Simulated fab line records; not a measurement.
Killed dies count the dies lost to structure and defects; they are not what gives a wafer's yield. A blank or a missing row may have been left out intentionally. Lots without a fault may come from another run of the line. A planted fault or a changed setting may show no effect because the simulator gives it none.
Which tool did it? || flow sky130 || 12 lots with 36 wafers sampled at 3 steps, on a route of 708 steps

## WHAT EACH GAUGE READ, for each wafer
SKY_VIA3_RS_MEAS_22: uses a four-point probe to measure. Usual: VIA3_W_RS typically reads 0.293 ohm/sq, with standard deviation 0.0038.
{"lot": "L368", "measured": "day 39 19:15", "on": "film_metro-03", "VIA3_W_RS (ohm/sq)": "0.293 0.297 0.298", "flag": ""}
{"lot": "L369", "measured": "day 40 03:12", "on": "film_metro-04", "VIA3_W_RS (ohm/sq)": "0.292 0.290 0.291", "flag": ""}
{"lot": "L370", "measured": "day 40 04:17", "on": "film_metro-03", "VIA3_W_RS (ohm/sq)": "0.287 0.292 0.284", "flag": ""}
{"lot": "L373", "measured": "day 41 01:02", "on": "film_metro-04", "VIA3_W_RS (ohm/sq)": "0.289 0.286 0.289", "flag": ""}
{"lot": "L374", "measured": "day 41 10:43", "on": "film_metro-02", "VIA3_W_RS (ohm/sq)": "0.297 0.293 0.295", "flag": ""}
{"lot": "L377", "measured": "day 42 09:59", "on": "film_metro-02", "VIA3_W_RS (ohm/sq)": "0.295 0.294 0.295", "flag": ""}
{"lot": "L378", "measured": "day 42 15:31", "on": "film_metro-02", "VIA3_W_RS (ohm/sq)": "0.288 0.294 0.290", "flag": ""}
{"lot": "L379", "measured": "day 43 02:35", "on": "film_metro-04", "VIA3_W_RS (ohm/sq)": "0.287 0.284 0.287", "flag": ""}
{"lot": "L380", "measured": "day 43 05:58", "on": "film_metro-02", "VIA3_W_RS (ohm/sq)": "0.293 0.287 0.286", "flag": ""}
{"lot": "L386", "measured": "day 44 20:29", "on": "film_metro-04", "VIA3_W_RS (ohm/sq)": "0.293 0.291 0.291", "flag": ""}
{"lot": "L388", "measured": "day 45 09:26", "on": "film_metro-04", "VIA3_W_RS (ohm/sq)": "0.288 0.290 0.290", "flag": ""}
{"lot": "L390", "measured": "day 45 23:01", "on": "film_metro-02", "VIA3_W_RS (ohm/sq)": "0.293 0.295 0.297", "flag": ""}

## WHICH TOOL RAN EACH LOT (tool, then ch and the chambers of the sampled wafers, then the start)
{"lot": "L368", "SKY_METAL3_STRIP_19": "plasma_asher-04 ch 0,1, day 38 15:52", "SKY_VIA3_CVD_21": "cvd_w-01 ch 0,1, day 39 19:07"}
{"lot": "L369", "SKY_METAL3_STRIP_19": "plasma_asher-03 ch 0,1, day 38 23:58", "SKY_VIA3_CVD_21": "cvd_w-02 ch 0, day 40 03:03"}
{"lot": "L370", "SKY_METAL3_STRIP_19": "plasma_asher-01 ch 0, day 39 00:20", "SKY_VIA3_CVD_21": "cvd_w-02 ch 0,1, day 40 04:08"}
{"lot": "L373", "SKY_METAL3_STRIP_19": "plasma_asher-03 ch 0,1, day 39 22:40", "SKY_VIA3_CVD_21": "cvd_w-02 ch 0, day 41 00:54"}
{"lot": "L374", "SKY_METAL3_STRIP_19": "plasma_asher-04 ch 0,1, day 40 08:26", "SKY_VIA3_CVD_21": "cvd_w-01 ch 0,1, day 41 10:36"}
{"lot": "L377", "SKY_METAL3_STRIP_19": "plasma_asher-04 ch 0,1, day 41 08:10", "SKY_VIA3_CVD_21": "cvd_w-01 ch 0,1, day 42 09:50"}
{"lot": "L378", "SKY_METAL3_STRIP_19": "plasma_asher-03 ch 0,1, day 41 14:03", "SKY_VIA3_CVD_21": "cvd_w-02 ch 0,1, day 42 15:23"}
{"lot": "L379", "SKY_METAL3_STRIP_19": "plasma_asher-01 ch 0,1, day 42 00:31", "SKY_VIA3_CVD_21": "cvd_w-02 ch 0,1, day 43 02:27"}
{"lot": "L380", "SKY_METAL3_STRIP_19": "plasma_asher-03 ch 0,1, day 42 04:02", "SKY_VIA3_CVD_21": "cvd_w-02 ch 0,1, day 43 05:51"}
{"lot": "L386", "SKY_METAL3_STRIP_19": "plasma_asher-01 ch 0,1, day 43 19:37", "SKY_VIA3_CVD_21": "cvd_w-01 ch 0,1, day 44 20:22"}
{"lot": "L388", "SKY_METAL3_STRIP_19": "plasma_asher-03 ch 0,1, day 44 09:31", "SKY_VIA3_CVD_21": "cvd_w-02 ch 0,1, day 45 09:17"}
{"lot": "L390", "SKY_METAL3_STRIP_19": "plasma_asher-03 ch 1, day 44 23:58", "SKY_VIA3_CVD_21": "cvd_w-01 ch 1, day 45 22:53"}
- SKY_METAL3_STRIP_19: strips in O2/N2.
- SKY_VIA3_CVD_21: deposits W, target thk 390 nm, time 117.31 s.

## WHAT THE TOOLS THEMSELVES READ (means of the sampled wafers that have a number; where no wafer has one, the mark that the record gives instead)
SKY_METAL3_STRIP_19. Usual: drypump_motor_current_A 5.7 A, standard deviation 0.33; oes_product_au 0.503 a.u., standard deviation 0.0052; strip_time_to_endpoint_s 6.55 s, standard deviation 0.074.
{"lot": "L368", "tool": "plasma_asher-04", "drypump_motor_current_A (A)": 6.1, "oes_product_au (a.u.)": 0.502, "strip_time_to_endpoint_s (s)": 6.51, "flag": ""}
{"lot": "L369", "tool": "plasma_asher-03", "drypump_motor_current_A (A)": 5.6, "oes_product_au (a.u.)": 0.511, "strip_time_to_endpoint_s (s)": 6.64, "flag": ""}
{"lot": "L370", "tool": "plasma_asher-01", "drypump_motor_current_A (A)": 5.0, "oes_product_au (a.u.)": 0.506, "strip_time_to_endpoint_s (s)": 6.58, "flag": ""}
{"lot": "L373", "tool": "plasma_asher-03", "drypump_motor_current_A (A)": 5.5, "oes_product_au (a.u.)": 0.502, "strip_time_to_endpoint_s (s)": 6.46, "flag": ""}
{"lot": "L374", "tool": "plasma_asher-04", "drypump_motor_current_A (A)": 6.1, "oes_product_au (a.u.)": 0.502, "strip_time_to_endpoint_s (s)": 6.48, "flag": ""}
{"lot": "L377", "tool": "plasma_asher-04", "drypump_motor_current_A (A)": 6.1, "oes_product_au (a.u.)": 0.497, "strip_time_to_endpoint_s (s)": 6.40, "flag": ""}
{"lot": "L378", "tool": "plasma_asher-03", "drypump_motor_current_A (A)": 5.5, "oes_product_au (a.u.)": 0.503, "strip_time_to_endpoint_s (s)": 6.61, "flag": ""}
{"lot": "L379", "tool": "plasma_asher-01", "drypump_motor_current_A (A)": 5.6, "oes_product_au (a.u.)": 0.495, "strip_time_to_endpoint_s (s)": 6.48, "flag": ""}
{"lot": "L380", "tool": "plasma_asher-03", "drypump_motor_current_A (A)": 5.5, "oes_product_au (a.u.)": 0.507, "strip_time_to_endpoint_s (s)": 6.56, "flag": ""}
{"lot": "L386", "tool": "plasma_asher-01", "drypump_motor_current_A (A)": 5.3, "oes_product_au (a.u.)": 0.504, "strip_time_to_endpoint_s (s)": 6.55, "flag": ""}
{"lot": "L388", "tool": "plasma_asher-03", "drypump_motor_current_A (A)": 5.6, "oes_product_au (a.u.)": 0.509, "strip_time_to_endpoint_s (s)": 6.53, "flag": ""}
{"lot": "L390", "tool": "plasma_asher-03", "drypump_motor_current_A (A)": 5.6, "oes_product_au (a.u.)": 0.505, "strip_time_to_endpoint_s (s)": 6.65, "flag": ""}

SKY_VIA3_CVD_21. Usual: heater_power_w at 921 W, with a standard deviation of 93.
{"lot": "L368", "tool": "cvd_w-01", "heater_power_w (W)": 893, "flag": ""}
{"lot": "L369", "tool": "cvd_w-02", "heater_power_w (W)": 1026, "flag": ""}
{"lot": "L370", "tool": "cvd_w-02", "heater_power_w (W)": 1009, "flag": ""}
{"lot": "L373", "tool": "cvd_w-02", "heater_power_w (W)": 1029, "flag": ""}
{"lot": "L374", "tool": "cvd_w-01", "heater_power_w (W)": 840, "flag": ""}
{"lot": "L377", "tool": "cvd_w-01", "heater_power_w (W)": 889, "flag": ""}
{"lot": "L378", "tool": "cvd_w-02", "heater_power_w (W)": 1023, "flag": ""}
{"lot": "L379", "tool": "cvd_w-02", "heater_power_w (W)": 1019, "flag": ""}
{"lot": "L380", "tool": "cvd_w-02", "heater_power_w (W)": 1004, "flag": ""}
{"lot": "L386", "tool": "cvd_w-01", "heater_power_w (W)": 895, "flag": ""}
{"lot": "L388", "tool": "cvd_w-02", "heater_power_w (W)": 1026, "flag": ""}
{"lot": "L390", "tool": "cvd_w-01", "heater_power_w (W)": 796, "flag": ""}

## THE ANSWER, worked out from the rows above alone
Rule: lot off if the mean of its wafers having a number is beyond 3 standard deviations from the usual mean. A lot without any number at a reading at which 4 lots or more have one is off too. Any other lot the step has rows for is counted as sound. First the gauges in route order, then the tools' own readings, where a lot's mean is used as printed above. At the first step where some lot is off, the reading lying furthest off is the one used; lots without a number count as furthest.
Nothing can be told from this: no lot is off at any reading shown.

## WHAT WAS PUT IN BY THE SIMULATOR
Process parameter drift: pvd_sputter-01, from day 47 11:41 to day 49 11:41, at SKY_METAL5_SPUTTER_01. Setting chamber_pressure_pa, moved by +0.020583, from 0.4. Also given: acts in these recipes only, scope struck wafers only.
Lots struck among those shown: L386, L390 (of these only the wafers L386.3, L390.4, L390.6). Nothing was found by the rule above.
